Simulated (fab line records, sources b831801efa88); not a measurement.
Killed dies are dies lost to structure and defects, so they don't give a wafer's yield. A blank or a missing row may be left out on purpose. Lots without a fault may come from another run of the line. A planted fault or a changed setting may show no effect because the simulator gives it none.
fab line records | flow sky130
record lots=5 wafers=15 last_day=50
route steps=708 shown LI_CONTACT@381 LOCAL_INTERCONNECT@387 CONTACT@406
lots that met no fault: from a run of the same line without faults
start_h: hours from the record's first day to the start of the lot's first wafer shown | wait_h: hours since the lot's step before | " the same as in the row above | L1.1+2: a row that stands for several wafers | - no value, or no start given | * or withheld: withheld | < > ~ a bound
route shown NAME@n: a module of which the file shows steps, and the number in the route of the first | usual: mean/standard deviation of fault-free wafers | same: alike in all rows | chamber/n: place in a boat | sites: the reading at each site | _std_site: their standard deviation | _edge_site: outer sites' mean less inner sites' | radius_mm: how far each site lies from the wafer's centre | mask NAME#n: copy n | behind: the tool/chamber that last shaped the wafer | hold: why the lot was held/for how many hours/how that ended | device: the transistor (n, p or np) that didn't switch | end of line: the same wafers' tests at the end of the route | a step without rows: its recipe alone | killed: dies lost to structure and defects at the first sort, not the wafer's yield | map: a wafer's dies, x killed, . not, _ none there
set.NAME: the setting as run; set.NAME@STEP: as run at that earlier step | model.NAME: the simulator's own value behind a step, which no gauge read
lots at some steps of the route; a table a step, a row a wafer
services: from which hour (start_h, from the record's first day; less than 0 if before it) a tool's chamber was out of use, for how many hours, and why
## steps
# step SKY_LI_CONTACT_SPUTTER_19
# recipe material=Ti target_thk_nm=20 chamber_pressure_pa=5 power_w=2500 substrate_temp_c=200 time_s=106.37
# usual substrate_temp_c=199.99/0.17 throttle_valve_pct=30.0/1.1
# columns lot.wafer tool chamber start_h wait_h substrate_temp_c throttle_valve_pct
L078.3 pvd_sputter-02 - 795.98 0.0 199.65 29.8
L078.5 " - " " 199.85 30.9
L078.6 " - " " 200.30 30.9
L083.2 pvd_sputter-03 - 800.58 0.0 200.01 29.8
L083.3 " - " " 199.87 31.9
L083.6 " - " " 200.07 31.5
L087.2 pvd_sputter-03 - 810.14 0.0 199.99 32.0
L087.5 " - " " 200.31 31.4
L087.6 " - " " 199.65 30.0
L093.1 pvd_sputter-01 - 821.58 0.0 199.89 30.9
L093.3 " - " " 200.08 29.0
L093.4 " - " " 199.81 28.5
L097.1 pvd_sputter-01 - 849.08 0.0 199.98 28.9
L097.2 " - " " 200.06 29.1
L097.5 " - " " 200.08 28.8
# step SKY_LI_CONTACT_SPUTTER_20
# recipe material=TiN target_thk_nm=20 chamber_pressure_pa=5 power_w=4000 time_s=80
# usual throttle_valve_pct=30.0/1.1
# columns lot.wafer tool chamber start_h wait_h throttle_valve_pct
L078.3 pvd_sputter-02 - 796.05 0.0 29.5
L078.5 " - " " 30.6
L078.6 " - " " 31.0
L083.2 pvd_sputter-03 - 800.66 0.0 30.0
L083.3 " - " " 32.0
L083.6 " - " " 31.2
L087.2 pvd_sputter-03 - 810.22 0.0 31.9
L087.5 " - " " 31.4
L087.6 " - " " 30.1
L093.1 pvd_sputter-01 - 821.66 0.0 30.6
L093.3 " - " " 28.8
L093.4 " - " " 28.6
L097.1 pvd_sputter-01 - 849.15 0.0 28.9
L097.2 " - " " 28.9
L097.5 " - " " 28.4
# step SKY_LI_CONTACT_CVD_21
# recipe material=W target_thk_nm=400 time_s=120.56 temp_c=400 pressure_torr=40
# usual heater_power_w=770/73
# columns lot.wafer tool chamber start_h wait_h heater_power_w
L078.3 cvd_w-01 0 796.16 0.1 709
L078.5 " 1 " " 763
L078.6 " 0 " " 690
L083.2 cvd_w-01 0 800.72 0.0 676
L083.3 " 0 " " 683
L083.6 " 0 " " 696
L087.2 cvd_w-02 0 810.28 0.0 757
L087.5 " 0 " " 752
L087.6 " 1 " " 882
L093.1 cvd_w-02 1 821.72 0.0 871
L093.3 " 1 " " 875
L093.4 " 0 " " 747
L097.1 cvd_w-02 1 849.21 0.0 895
L097.2 " 0 " " 756
L097.5 " 0 " " 744
# step SKY_LI_CONTACT_RS_MEAS_22
# recipe thk_meas_gauge=four-point-probe reads=W_of_LI_CONTACT_CVD_21+TiN_of_LI_CONTACT_SPUTTER_20+Ti_of_LI_CONTACT_SPUTTER_19
# usual LI_CONTACT_W_RS=0.283/0.0038
# columns lot.wafer tool chamber start_h wait_h LI_CONTACT_W_RS[ohm/sq]
L078.3 film_metro-04 - 796.28 0.1 0.284
L078.5 " - " " 0.282
L078.6 " - " " 0.285
L083.2 film_metro-04 - 800.87 0.1 0.284
L083.3 " - " " 0.286
L083.6 " - " " 0.286
L087.2 film_metro-03 - 810.43 0.1 0.274
L087.5 " - " " 0.275
L087.6 " - " " 0.283
L093.1 film_metro-04 - 821.85 0.1 0.287
L093.3 " - " " 0.287
L093.4 " - " " 0.281
L097.1 film_metro-03 - 849.34 0.1 0.282
L097.2 " - " " 0.277
L097.5 " - " " 0.276
# step SKY_LI_CONTACT_THK_MEAS_23
# recipe thk_meas_gauge=xrf reads=W_of_LI_CONTACT_CVD_21
# usual LI_CONTACT_W_THK=395/7.6
# columns lot.wafer tool chamber start_h wait_h LI_CONTACT_W_THK[nm]
L078.3 film_metro-04 - 796.38 0.1 394
L078.5 " - " " 394
L078.6 " - " " 394
L083.2 film_metro-04 - 800.98 0.1 391
L083.3 " - " " 390
L083.6 " - " " 388
L087.2 film_metro-03 - 810.54 0.1 400
L087.5 " - " " 398
L087.6 " - " " 387
L093.1 film_metro-04 - 821.97 0.1 390
L093.3 " - " " 391
L093.4 " - " " 397
L097.1 film_metro-03 - 849.46 0.1 393
L097.2 " - " " 401
L097.5 " - " " 404
# step SKY_LI_CONTACT_CMP_24
# recipe stop_on=PSG t_overpolish_s=20 down_force_psi=3.5 platen_rpm=60 target_thk_nm=0 pad_velocity_m_s=0.94248
# usual motor_current_A=11.1/1.1 overpolish_run_s=20.000/0.009 time_to_endpoint_s=96/4.6
# columns lot.wafer tool chamber start_h wait_h motor_current_A overpolish_run_s time_to_endpoint_s
L078.3 cmp-01 0 796.47 0.1 12.8 20.014 95
L078.6 " 3 " " 10.0 20.004 95
L078.5 " 0 " " 12.0 20.023 95
L083.3 cmp-01 3 801.13 0.1 10.9 20.009 93
L083.2 " 0 " " 12.6 20.000 95
L083.6 " 2 " " 13.3 20.009 94
L087.2 cmp-02 0 810.64 0.1 9.7 20.002 109
L087.5 " 3 " " 11.6 20.013 106
L087.6 " 0 " " 10.3 20.005 105
L093.3 cmp-02 3 822.03 0.0 11.4 20.003 100
L093.1 " 0 " " 9.7 19.988 106
L093.4 " 1 " " 10.6 19.997 93
L097.1 cmp-01 0 849.57 0.1 11.7 19.993 97
L097.2 " 1 " " 10.0 19.992 100
L097.5 " 0 " " 12.0 19.990 99
# step SKY_LOCAL_INTERCONNECT_SPUTTER_00
# recipe material=TiN target_thk_nm=100 temp_c=300 power_w=6500 time_s=83.3 chamber_pressure_pa=0.4
# usual substrate_temp_c=300.00/0.19 throttle_valve_pct=29.8/0.98
# columns lot.wafer tool chamber start_h wait_h substrate_temp_c throttle_valve_pct
L078.3 pvd_sputter-04 - 796.72 0.2 300.08 29.1
L078.5 " - " " 300.35 29.0
L078.6 " - " " 300.17 29.9
L083.2 pvd_sputter-01 - 801.33 0.1 299.88 28.8
L083.3 " - " " 299.69 28.9
L083.6 " - " " 299.86 30.6
L087.2 pvd_sputter-01 - 810.89 0.2 300.04 28.8
L087.5 " - " " 299.95 30.4
L087.6 " - " " 300.10 28.6
L093.1 pvd_sputter-04 - 822.33 0.2 299.88 28.9
L093.3 " - " " 300.04 30.6
L093.4 " - " " 300.00 30.7
L097.1 pvd_sputter-04 - 849.82 0.2 300.03 28.8
L097.2 " - " " 300.11 30.1
L097.5 " - " " 299.96 30.4
# step SKY_LOCAL_INTERCONNECT_RS_MEAS_01
# recipe thk_meas_gauge=four-point-probe reads=TiN_of_LOCAL_INTERCONNECT_SPUTTER_00
# usual LOCAL_INTERCONNECT_TIN_RS=14.16/0.2
# columns lot.wafer tool chamber start_h wait_h LOCAL_INTERCONNECT_TIN_RS[ohm/sq]
L078.3 film_metro-04 - 796.82 0.1 14.28
L078.5 " - " " 14.23
L078.6 " - " " 13.81
L083.2 film_metro-01 - 801.41 0.1 14.55
L083.3 " - " " 14.15
L083.6 " - " " 14.35
L087.2 film_metro-02 - 810.97 0.1 13.85
L087.5 " - " " 14.36
L087.6 " - " " 13.91
L093.1 film_metro-01 - 822.39 0.0 14.08
L093.3 " - " " 14.09
L093.4 " - " " 14.03
L097.1 film_metro-01 - 849.88 0.0 14.22
L097.2 " - " " 14.07
L097.5 " - " " 14.04
# step SKY_LOCAL_INTERCONNECT_THK_MEAS_02
# recipe thk_meas_gauge=xrf reads=TiN_of_LOCAL_INTERCONNECT_SPUTTER_00
# usual LOCAL_INTERCONNECT_TIN_THK=100.3/1.6
# columns lot.wafer tool chamber start_h wait_h LOCAL_INTERCONNECT_TIN_THK[nm]
L078.3 film_metro-04 - 796.92 0.1 99.2
L078.5 " - " " 99.5
L078.6 " - " " 102.9
L083.2 film_metro-01 - 801.52 0.1 97.2
L083.3 " - " " 100.0
L083.6 " - " " 98.7
L087.2 film_metro-02 - 811.08 0.1 103.8
L087.5 " - " " 99.9
L087.6 " - " " 103.4
L093.1 film_metro-01 - 822.51 0.1 100.4
L093.3 " - " " 100.4
L093.4 " - " " 101.0
L097.1 film_metro-01 - 850.00 0.1 98.8
L097.2 " - " " 99.7
L097.5 " - " " 100.2
# step SKY_LOCAL_INTERCONNECT_DEHYDRATE_03
# recipe temp_c=200 time_s=60
# usual resist_line_temp_C=22.97/0.11
# columns lot.wafer tool chamber start_h wait_h resist_line_temp_C
L078.3 litho_track-04 0 809.60 12.7 22.94
L078.5 " 0 " " 22.99
L078.6 " 0 " " 23.13
L083.2 litho_track-02 0 813.32 11.8 22.89
L083.3 " 0 " " 22.82
L083.6 " 0 " " 23.11
L087.2 litho_track-04 0 823.07 12.0 22.79
L087.5 " 0 " " 22.77
L087.6 " 0 " " 22.93
L093.1 litho_track-02 0 834.29 11.8 23.04
L093.3 " 0 " " 23.13
L093.4 " 0 " " 23.01
L097.1 litho_track-04 0 861.80 11.8 23.06
L097.2 " 0 " " 23.19
L097.5 " 0 " " 23.04
# step SKY_LOCAL_INTERCONNECT_HMDS_04
# recipe prime_time_s=60 prime_temp_c=120
# usual resist_line_temp_C=23.03/0.12
# columns lot.wafer tool chamber start_h wait_h resist_line_temp_C
L078.3 litho_track-04 0 809.75 0.1 23.08
L078.5 " 0 " " 22.97
L078.6 " 0 " " 22.85
L083.2 litho_track-02 0 813.47 0.1 23.20
L083.3 " 0 " " 23.12
L083.6 " 0 " " 23.02
L087.2 litho_track-04 0 823.22 0.1 22.94
L087.5 " 0 " " 23.01
L087.6 " 0 " " 22.93
L093.1 litho_track-02 0 834.44 0.1 22.94
L093.3 " 0 " " 23.04
L093.4 " 0 " " 22.94
L097.1 litho_track-04 0 861.95 0.1 22.92
L097.2 " 0 " " 22.91
L097.5 " 0 " " 22.95
# step SKY_LOCAL_INTERCONNECT_COAT_05
# recipe resist=BARC temp_c=withheld time_s=withheld spin_rpm=3000 resist_thk_nm=60
# usual resist_line_temp_C=*
# columns lot.wafer tool chamber start_h wait_h resist_line_temp_C
L078.3 litho_track-04 0 809.90 0.1 *
L078.5 " 0 " " *
L078.6 " 0 " " *
L083.2 litho_track-02 0 813.62 0.1 *
L083.3 " 0 " " *
L083.6 " 0 " " *
L087.2 litho_track-04 0 823.37 0.1 *
L087.5 " 0 " " *
L087.6 " 0 " " *
L093.1 litho_track-02 0 834.59 0.1 *
L093.3 " 0 " " *
L093.4 " 0 " " *
L097.1 litho_track-04 0 862.10 0.1 *
L097.2 " 0 " " *
L097.5 " 0 " " *
# step SKY_LOCAL_INTERCONNECT_COAT_06
# recipe resist=KrF-thick spin_rpm=3000 resist_thk_nm=450
# usual resist_line_temp_C=22.99/0.11
# columns lot.wafer tool chamber start_h wait_h resist_line_temp_C
L078.3 litho_track-04 0 - - 23.13
L078.5 " 0 " " 23.13
L078.6 " 0 " " 23.05
L083.2 litho_track-02 0 - - 22.96
L083.3 " 0 " " 22.89
L083.6 " 0 " " 22.79
L087.2 litho_track-04 0 - - 22.87
L087.5 " 0 " " 22.77
L087.6 " 0 " " 23.02
L093.1 litho_track-02 0 - - 22.91
L093.3 " 0 " " 22.91
L093.4 " 0 " " 22.92
L097.1 litho_track-04 0 - - 22.77
L097.2 " 0 " " 22.76
L097.5 " 0 " " 22.88
# step SKY_LOCAL_INTERCONNECT_SOFTBAKE_07
# recipe temp_c=100 time_s=90 resist=KrF-thick
# usual resist_line_temp_C=22.98/0.11
# columns lot.wafer tool chamber start_h wait_h resist_line_temp_C
L078.3 litho_track-04 0 - - 23.04
L078.5 " 0 " " 23.01
L078.6 " 0 " " 23.04
L083.2 litho_track-02 0 - - 22.96
L083.3 " 0 " " 22.95
L083.6 " 0 " " 23.02
L087.2 litho_track-04 0 - - 23.12
L087.5 " 0 " " 23.00
L087.6 " 0 " " 23.09
L093.1 litho_track-02 0 - - 23.09
L093.3 " 0 " " 22.80
L093.4 " 0 " " 22.96
L097.1 litho_track-04 0 - - 23.06
L097.2 " 0 " " 23.08
L097.5 " 0 " " 22.96
# step SKY_LOCAL_INTERCONNECT_EXPOSE_08
# recipe mask_id=LI1M na=0.8 source_shape=annular sigma_inner=0.55 sigma_outer=0.85 target_cd_nm=170 dose_mj=28
# same na=0.8
# columns lot.wafer tool chamber start_h wait_h mask
L078.3+5+6 krf_scanner-01 0 - - LI1M#0
L083.2+3+6 krf_scanner-02 0 - - LI1M#0
L087.2+5+6 krf_scanner-02 0 - - LI1M#0
L093.1+3+4 krf_scanner-01 0 - - LI1M#0
L097.1+2+5 krf_scanner-01 0 - - LI1M#0
# step SKY_LOCAL_INTERCONNECT_PEB_09
# recipe peb_temp_c=withheld peb_time_s=withheld resist=KrF-thick
# usual resist_line_temp_C=*
# columns lot.wafer tool chamber start_h wait_h resist_line_temp_C
L078.3 litho_track-01 0 - - *
L078.5 " 0 " " *
L078.6 " 0 " " *
L083.2 litho_track-02 0 - - *
L083.3 " 0 " " *
L083.6 " 0 " " *
L087.2 litho_track-01 0 - - *
L087.5 " 0 " " *
L087.6 " 0 " " *
L093.1 litho_track-02 0 - - *
L093.3 " 0 " " *
L093.4 " 0 " " *
L097.1 litho_track-01 0 - - *
L097.2 " 0 " " *
L097.5 " 0 " " *
# step SKY_LOCAL_INTERCONNECT_DEVELOP_10
# recipe develop_time_s=60 resist=KrF-thick dev_temp_c=21
# usual resist_line_temp_C=23.01/0.1
# columns lot.wafer tool chamber start_h wait_h resist_line_temp_C
L078.3 litho_track-01 0 - - 22.96
L078.5 " 0 " " 22.91
L078.6 " 0 " " 23.03
L083.2 litho_track-02 0 - - 23.05
L083.3 " 0 " " 22.93
L083.6 " 0 " " 23.16
L087.2 litho_track-01 0 - - 23.03
L087.5 " 0 " " 22.97
L087.6 " 0 " " 23.20
L093.1 litho_track-02 0 - - 22.89
L093.3 " 0 " " 23.03
L093.4 " 0 " " 22.90
L097.1 litho_track-01 0 - - 23.12
L097.2 " 0 " " 23.02
L097.5 " 0 " " 22.98
# step SKY_LOCAL_INTERCONNECT_CD_MEAS_11
# recipe target_cd_nm=170
# usual cd_nm=170.3/1.7
# columns lot.wafer tool chamber start_h wait_h cd_nm
L078.3 cd_sem-01 - 823.40 - 168.8
L078.5 " - " " 169.0
L078.6 " - " " 169.6
L083.2 cd_sem-01 - 826.66 - 173.3
L083.3 " - " " 172.5
L083.6 " - " " 171.0
L087.2 cd_sem-01 - 836.18 - 170.4
L087.5 " - " " 170.9
L087.6 " - " " 171.0
L093.1 cd_sem-01 - 848.44 - 172.3
L093.3 " - " " 172.3
L093.4 " - " " 171.2
L097.1 cd_sem-02 - 875.91 - 167.9
L097.2 " - " " 169.3
L097.5 " - " " 168.0
# step SKY_LOCAL_INTERCONNECT_OVL_MEAS_12
# usual LOCAL_INTERCONNECT_OVL=-2/5.8
# columns lot.wafer tool chamber start_h wait_h LOCAL_INTERCONNECT_OVL[nm]
L078.3 overlay-02 - 823.49 0.1 -1
L078.5 " - " " 0
L078.6 " - " " -1
L083.2 overlay-02 - 826.77 0.1 -4
L083.3 " - " " 0
L083.6 " - " " -9
L087.2 overlay-02 - 836.28 0.1 6
L087.5 " - " " 0
L087.6 " - " " 5
L093.1 overlay-01 - 848.56 0.1 -4
L093.3 " - " " -5
L093.4 " - " " 1
L097.1 overlay-01 - 876.03 0.1 -7
L097.2 " - " " -11
L097.5 " - " " -9
# step SKY_LOCAL_INTERCONNECT_ETCH_13
# recipe chemistry=N2/H2 target=BARC ion_energy_ev=200 bias_w=100 pressure_mtorr=30 n2_flow_sccm=100 h2_flow_sccm=200 icp_w=500 stop_on=SiO2 time_s=45.9 target_depth_a=600
# usual bias_w=100.0/0.33 drypump_motor_current_A=5.9/0.5 oes_product_au=0.853/0.0053 throttle_valve_pct=13.225/0.01
# columns lot.wafer tool chamber start_h wait_h bias_w drypump_motor_current_A oes_product_au rf_hours_counter_h throttle_valve_pct
L078.3 rie_metal-01 0 823.56 0.1 100.8 6.2 0.857 - 13.231
L078.5 " 0 " " 100.1 6.2 0.855 - 13.220
L078.6 " 0 " " 100.3 6.2 0.848 - 13.212
L083.2 rie_metal-01 1 826.80 0.0 100.4 5.1 0.850 0 13.226
L083.3 " 1 " " 100.5 5.1 0.851 - 13.237
L083.6 " 1 " " 100.4 5.1 0.850 - 13.220
L087.2 rie_metal-03 1 836.31 0.0 99.8 5.6 0.853 17 13.220
L087.5 " 0 " " 100.3 6.2 0.853 - 13.245
L087.6 " 1 " " 100.2 5.6 0.862 - 13.216
L093.1 rie_metal-03 0 848.60 0.0 99.9 6.3 0.863 1 13.229
L093.3 " 0 " " 99.7 6.3 0.855 - 13.241
L093.4 " 1 " " 99.5 5.6 0.854 - 13.221
L097.1 rie_metal-02 1 876.07 0.0 99.9 5.3 0.845 4 13.205
L097.2 " 0 " " 100.1 6.5 0.855 7 13.219
L097.5 " 1 " " 100.1 5.3 0.845 - 13.241
# step SKY_LOCAL_INTERCONNECT_METAL_ETCH_14
# recipe target_depth_nm=110 stop_on=PSG chemistry=Cl2/BCl3 target=TiN resist_sidewall_deg=88 pressure_mtorr=10 icp_w=900 bias_w=48.5 Cl2_flow_sccm=60 bcl3_flow_sccm=30 time_s=31.4
# usual bias_w=48.50/0.15 drypump_motor_current_A=5.8/0.5 oes_product_au=0.942/0.0091 throttle_valve_pct=21.902/0.0096
# columns lot.wafer tool chamber start_h wait_h bias_w drypump_motor_current_A oes_product_au rf_hours_counter_h throttle_valve_pct
L078.3 rie_metal-01 0 823.67 0.1 48.48 6.2 0.933 - 21.917
L078.5 " 0 " " 48.42 6.2 0.933 - 21.902
L078.6 " 0 " " 48.61 6.2 0.954 - 21.894
L083.2 rie_metal-01 1 826.86 0.0 48.38 5.0 0.917 0 21.901
L083.3 " 1 " " 48.58 5.0 0.944 - 21.922
L083.6 " 1 " " 48.50 5.0 0.941 - 21.897
L087.2 rie_metal-03 1 836.38 0.0 48.44 5.6 0.955 17 21.893
L087.5 " 0 " " 48.79 6.3 0.937 - 21.924
L087.6 " 1 " " 48.57 5.6 0.949 - 21.893
L093.1 rie_metal-03 0 848.66 0.0 48.23 6.3 0.938 1 21.904
L093.3 " 0 " " 48.55 6.3 0.936 - 21.910
L093.4 " 1 " " 48.34 5.6 0.941 - 21.907
L097.1 rie_metal-02 1 876.13 0.0 48.32 5.3 0.942 4 21.904
L097.2 " 0 " " 48.39 6.5 0.945 7 21.906
L097.5 " 1 " " 48.52 5.3 0.948 - 21.915
# step SKY_LOCAL_INTERCONNECT_STRIP_15
# recipe chemistry=O2/N2 power_w=1400 pressure_mtorr=1500 platen_temp_c=withheld o2_flow_sccm=3000 n2_flow_sccm=300 overash_fraction=0.5
# usual drypump_motor_current_A=5.8/0.66 oes_product_au=0.426/0.0046 strip_time_to_endpoint_s=4.721/0.022
# columns lot.wafer tool chamber start_h wait_h drypump_motor_current_A oes_product_au rf_hours_counter_h strip_time_to_endpoint_s
L078.3 plasma_asher-04 1 823.78 0.1 6.4 0.421 - 4.703
L078.5 " 0 " " 5.2 0.428 - 4.722
L078.6 " 1 " " 6.5 0.416 - 4.708
L083.2 plasma_asher-04 0 826.91 0.0 5.3 0.428 8 4.759
L083.3 " 0 " " 5.3 0.432 - 4.752
L083.6 " 0 " " 5.3 0.424 - 4.729
L087.2 plasma_asher-02 0 836.43 0.0 6.7 0.426 106 4.737
L087.5 " 0 " " 6.7 0.433 - 4.744
L087.6 " 1 " " 5.3 0.420 - 4.719
L093.1 plasma_asher-04 1 848.71 0.0 6.4 0.429 11 4.742
L093.3 " 0 " " 5.2 0.432 - 4.736
L093.4 " 1 " " 6.4 0.433 - 4.733
L097.1 plasma_asher-02 0 876.18 0.0 6.7 0.436 110 4.682
L097.2 " 1 " " 5.3 0.429 110 4.685
L097.5 " 1 " " 5.4 0.425 - 4.671
# step SKY_LOCAL_INTERCONNECT_STRIP_16
# recipe chemistry=post_etch_residue_remover time_s=1200 temp_c=72.5
# columns lot.wafer tool chamber start_h wait_h
L078.3+5+6 wet_bench-02 1 823.84 0.0
L083.2+3+6 wet_bench-01 2 827.01 0.1
L087.2+5+6 wet_bench-02 3 836.53 0.1
L093.1+3+4 wet_bench-01 3 848.81 0.1
L097.1+2+5 wet_bench-01 1 876.28 0.1
# step SKY_LOCAL_INTERCONNECT_CLEAN_17
# recipe chemistry=IPA time_s=180 temp_c=25
# columns lot.wafer tool chamber start_h wait_h
L078.3+5+6 wet_bench-01 1 824.22 0.0
L083.2+3+6 wet_bench-02 2 827.38 0.0
L087.2+5+6 wet_bench-01 1 836.87 0.0
L093.1+3+4 wet_bench-03 1 849.15 0.0
L097.1+2+5 wet_bench-03 1 876.65 0.0
# step SKY_LOCAL_INTERCONNECT_CLEAN_18
# recipe chemistry=O3/DIW dry=n2_spin
# columns lot.wafer tool chamber start_h wait_h
L078.3+5+6 wet_bench-02 0 824.28 0.0
L083.2+3+6 wet_bench-01 0 827.44 0.0
L087.2+5+6 wet_bench-02 0 836.93 0.0
L093.1+3+4 wet_bench-01 0 849.21 0.0
L097.1+2+5 wet_bench-01 1 876.71 0.0
# step SKY_CONTACT_CVD_00
# recipe material=Si3N4 target_thk_nm=75 temp_c=400 time_s=withheld rf_w=450
# usual heater_power_w=707/120
# columns lot.wafer tool chamber start_h wait_h heater_power_w
L078.3 pecvd-04 1 824.37 0.0 1016
L078.5 " 2 " " 617
L078.6 " 0 " " 708
L083.2 pecvd-04 0 827.54 0.0 710
L083.3 " 2 " " 702
L083.6 " 1 " " 926
L087.2 pecvd-04 0 837.02 0.0 631
L087.5 " 1 " " 910
L087.6 " 0 " " 636
L093.1 pecvd-03 1 849.30 0.0 725
L093.3 " 0 " " 571
L093.4 " 1 " " 698
L097.1 pecvd-04 0 876.81 0.0 698
L097.2 " 1 " " 972
L097.5 " 0 " " 712
# step SKY_CONTACT_THK_MEAS_01
# recipe reads=Si3N4_of_CONTACT_CVD_00
# usual CONTACT_CVD_00_THK=74.6/0.95
# columns lot.wafer tool chamber start_h wait_h CONTACT_CVD_00_THK[nm]
L078.3 film_metro-02 - 824.42 - 75.1
L078.5 " - " " 75.1
L078.6 " - " " 74.8
L083.2 film_metro-02 - 827.59 - 73.1
L083.3 " - " " 73.1
L083.6 " - " " 75.3
L087.2 film_metro-03 - 837.06 - 74.3
L087.5 " - " " 75.8
L087.6 " - " " 76.1
L093.1 film_metro-01 - 849.34 - 73.7
L093.3 " - " " 73.5
L093.4 " - " " 75.2
L097.1 film_metro-02 - 876.84 - 74.3
L097.2 " - " " 74.7
L097.5 " - " " 74.6
# step SKY_CONTACT_HDPCVD_02
# recipe material=SiO2 target_thk_nm=565 sigma_open_frac=0.3 time_s=94.2 temp_c=600 sih4_flow_sccm=60 pressure_mtorr=6
# usual pressure_mtorr=5.998/0.013
# columns lot.wafer tool chamber start_h wait_h pressure_mtorr
L078.3 hdpcvd-01 2 824.46 0.0 6.015
L078.5 " 1 " " 6.016
L078.6 " 2 " " 6.002
L083.2 hdpcvd-01 1 827.64 0.0 6.015
L083.3 " 0 " " 6.002
L083.6 " 2 " " 6.007
L087.2 hdpcvd-02 0 837.11 0.0 5.988
L087.5 " 1 " " 5.996
L087.6 " 0 " " 5.993
L093.1 hdpcvd-02 0 849.40 0.1 6.005
L093.3 " 2 " " 6.006
L093.4 " 0 " " 6.020
L097.1 hdpcvd-02 1 876.90 0.1 6.008
L097.2 " 2 " " 6.002
L097.5 " 0 " " 5.994
# step SKY_CONTACT_THK_MEAS_03
# recipe reads=SiO2_of_CONTACT_HDPCVD_02
# usual CONTACT_HDPCVD_THK=567/7.6
# columns lot.wafer tool chamber start_h wait_h CONTACT_HDPCVD_THK[nm]
L078.3 film_metro-02 - 824.55 0.1 577
L078.5 " - " " 576
L078.6 " - " " 581
L083.2 film_metro-03 - 827.71 0.0 558
L083.3 " - " " 543
L083.6 " - " " 563
L087.2 film_metro-01 - 837.19 0.0 571
L087.5 " - " " 573
L087.6 " - " " 567
L093.1 film_metro-02 - 849.47 0.0 574
L093.3 " - " " 575
L093.4 " - " " 574
L097.1 film_metro-02 - 876.97 0.0 577
L097.2 " - " " 573
L097.5 " - " " 572
# step SKY_CONTACT_CMP_04
# recipe material=SiO2 down_force_psi=4 platen_rpm=60 pad_velocity_m_s=0.94248
# usual motor_current_A=11.9/1.1 time_to_endpoint_s=82/5.8
# columns lot.wafer tool chamber start_h wait_h motor_current_A time_to_endpoint_s
L078.3 cmp-01 1 824.77 0.2 11.0 91
L078.5 " 2 " " 14.1 84
L078.6 " 3 " " 12.1 87
L083.3 cmp-01 2 827.76 0.0 15.0 71
L083.2 " 1 " " 10.7 85
L083.6 " 2 " " 14.2 79
L087.2 cmp-02 3 837.53 0.3 12.3 89
L087.5 " 2 " " 11.6 82
L087.6 " 3 " " 12.8 87
L093.4 cmp-02 1 849.53 0.0 11.2 80
L093.1 " 3 " " 12.6 85
L093.3 " 0 " " 10.6 90
L097.2 cmp-01 3 877.08 0.1 11.8 83
L097.1 " 1 " " 11.4 87
L097.5 " 3 " " 11.4 82
# step SKY_CONTACT_BOW_MEAS_05
# recipe mode=bow
# usual CONTACT_BOW=82/7.1
# columns lot.wafer tool chamber start_h wait_h CONTACT_BOW[um]
L078.3 film_metro-02 - 824.96 0.1 90
L078.5 " - " " 86
L078.6 " - " " 86
L083.2 film_metro-03 - 828.08 0.1 87
L083.3 " - " " 73
L083.6 " - " " 77
L087.2 film_metro-01 - 837.80 0.2 84
L087.5 " - " " 82
L087.6 " - " " 79
L093.1 film_metro-02 - 849.83 0.1 89
L093.3 " - " " 99
L093.4 " - " " 98
L097.1 film_metro-03 - 877.33 0.1 82
L097.2 " - " " 92
L097.5 " - " " 84
# step SKY_CONTACT_DEHYDRATE_06
# recipe temp_c=200 time_s=60
# usual resist_line_temp_C=23.01/0.11
# columns lot.wafer tool chamber start_h wait_h resist_line_temp_C
L078.3 litho_track-02 0 837.24 12.3 22.92
L078.5 " 0 " " 22.97
L078.6 " 0 " " 22.89
L083.2 litho_track-03 0 840.38 12.3 23.01
L083.3 " 0 " " 22.91
L083.6 " 0 " " 22.97
L087.2 litho_track-01 0 850.08 12.3 23.10
L087.5 " 0 " " 23.09
L087.6 " 0 " " 22.97
L093.1 litho_track-01 0 861.91 12.1 22.95
L093.3 " 0 " " 23.05
L093.4 " 0 " " 23.05
L097.1 litho_track-02 0 889.19 11.8 23.19
L097.2 " 0 " " 22.97
L097.5 " 0 " " 23.07
# step SKY_CONTACT_HMDS_07
# recipe prime_time_s=60 prime_temp_c=120
# usual resist_line_temp_C=22.98/0.11
# columns lot.wafer tool chamber start_h wait_h resist_line_temp_C
L078.3 litho_track-02 0 837.39 0.1 23.09
L078.5 " 0 " " 22.96
L078.6 " 0 " " 23.11
L083.2 litho_track-03 0 840.53 0.1 22.85
L083.3 " 0 " " 22.84
L083.6 " 0 " " 22.89
L087.2 litho_track-01 0 850.23 0.1 23.03
L087.5 " 0 " " 23.00
L087.6 " 0 " " 22.92
L093.1 litho_track-01 0 862.06 0.1 23.09
L093.3 " 0 " " 22.86
L093.4 " 0 " " 22.83
L097.1 litho_track-02 0 889.34 0.1 22.92
L097.2 " 0 " " 22.93
L097.5 " 0 " " 22.81
# step SKY_CONTACT_COAT_08
# recipe resist=BARC temp_c=withheld time_s=withheld spin_rpm=3000 resist_thk_nm=60
# usual resist_line_temp_C=*
# columns lot.wafer tool chamber start_h wait_h resist_line_temp_C
L078.3 litho_track-02 0 837.54 0.1 *
L078.5 " 0 " " *
L078.6 " 0 " " *
L083.2 litho_track-03 0 840.68 0.1 *
L083.3 " 0 " " *
L083.6 " 0 " " *
L087.2 litho_track-01 0 850.38 0.1 *
L087.5 " 0 " " *
L087.6 " 0 " " *
L093.1 litho_track-01 0 862.21 0.1 *
L093.3 " 0 " " *
L093.4 " 0 " " *
L097.1 litho_track-02 0 889.49 0.1 *
L097.2 " 0 " " *
L097.5 " 0 " " *
## services
# columns tool chamber start_h hours kind
krf_scanner-02 - 777.73 1.3 repair
cmp-01 - 781.09 6.2 pm
krf_scanner-02 - 792.84 0.8 pm
cmp-01 - 797.86 0.8 repair
krf_scanner-02 - 800.26 4.6 repair
krf_scanner-01 - 804.84 1.3 pm
hdpcvd-02 1 806.93 10.8 repair
krf_scanner-02 - 817.23 4.4 pm
krf_scanner-02 - 827.59 5.8 repair
pvd_sputter-02 - 829.06 0.9 repair
cmp-01 - 831.85 10.3 pm
rie_metal-01 0 834.26 3.8 repair
rie_metal-02 0 842.74 2.6 repair
rie_metal-02 - 844.66 14.6 pm
pvd_sputter-03 - 846.38 2.2 repair
cmp-02 - 847.73 0.8 repair
cvd_w-01 0 850.59 3.9 repair
pecvd-03 - 851.43 4.3 pm
pecvd-04 - 852.42 0.2 repair
pecvd-04 0 855.00 4.5 repair
cvd_w-01 - 855.16 2.8 pm
wet_bench-02 - 865.37 1.0 repair
rie_metal-02 0 866.58 8.9 repair
plasma_asher-02 - 880.89 1.8 repair
## key
fault none
